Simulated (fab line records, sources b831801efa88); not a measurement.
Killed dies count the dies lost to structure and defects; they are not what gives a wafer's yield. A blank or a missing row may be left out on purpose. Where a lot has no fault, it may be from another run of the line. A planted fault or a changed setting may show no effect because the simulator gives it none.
Chamber matching :: flow gf180mcu :: 4 sister chambers for GF_STI_ETCH_14 on rieSi-02
The step etches Si in HBr/Cl2/O2, target depth 360 nm, time 102.9 s. 4 wafers are shown with their chamber, then 6 later ones without.

== EACH WAFER AND ITS CHAMBER ==
wafer: L955.4
chamber: 3
throttleValvePct (%): 25.659

wafer: L960.2
chamber: 0
throttleValvePct (%): 25.659

wafer: L960.3
chamber: 2
throttleValvePct (%): 25.619

wafer: L960.4
chamber: 1
throttleValvePct (%): 25.652

== WAFERS MISSING THEIR CHAMBER ==
wafer: L961.2
throttleValvePct (%): 25.653

wafer: L961.3
throttleValvePct (%): 25.650

wafer: L961.6
throttleValvePct (%): 25.653

wafer: L962.1
throttleValvePct (%): 25.672

wafer: L962.3
throttleValvePct (%): 25.642

wafer: L962.6
throttleValvePct (%): 25.647

== WHICH CHAMBER EACH ONE RAN IN ==
wafer: L961.2
from the rows above: can't be placed: 1 or 0 or 3
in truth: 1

wafer: L961.3
from the rows above: can't be placed: 1 or 0 or 3
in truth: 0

wafer: L961.6
from the rows above: can't be placed: 1 or 0 or 3
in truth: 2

wafer: L962.1
from the rows above: can't be placed: 0 or 3 or 1
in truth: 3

wafer: L962.3
from the rows above: can't be placed: 1 or 0 or 3 or 2
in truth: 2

wafer: L962.6
from the rows above: can't be placed: 1 or 0 or 3
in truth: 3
Correctly placed: 0 of 6. Unplaceable from these rows: 6, with the true chamber sitting among the candidates in 5. 0 placed wrongly.
How it was worked out, from the rows above alone: a wafer's distance from a chamber is the root of the sum, over the readings, of the square of ((its reading less the chamber's mean) divided by the reading's scatter). If the next closest chamber is less than 2 further off than the closest, the wafer can't be placed; otherwise it belongs to the closest. The mean given for a chamber averages the wafers shown for that chamber. The scatter: root of mean squared gap, hidden wafer to nearest shown wafer, with one shown wafer a chamber.
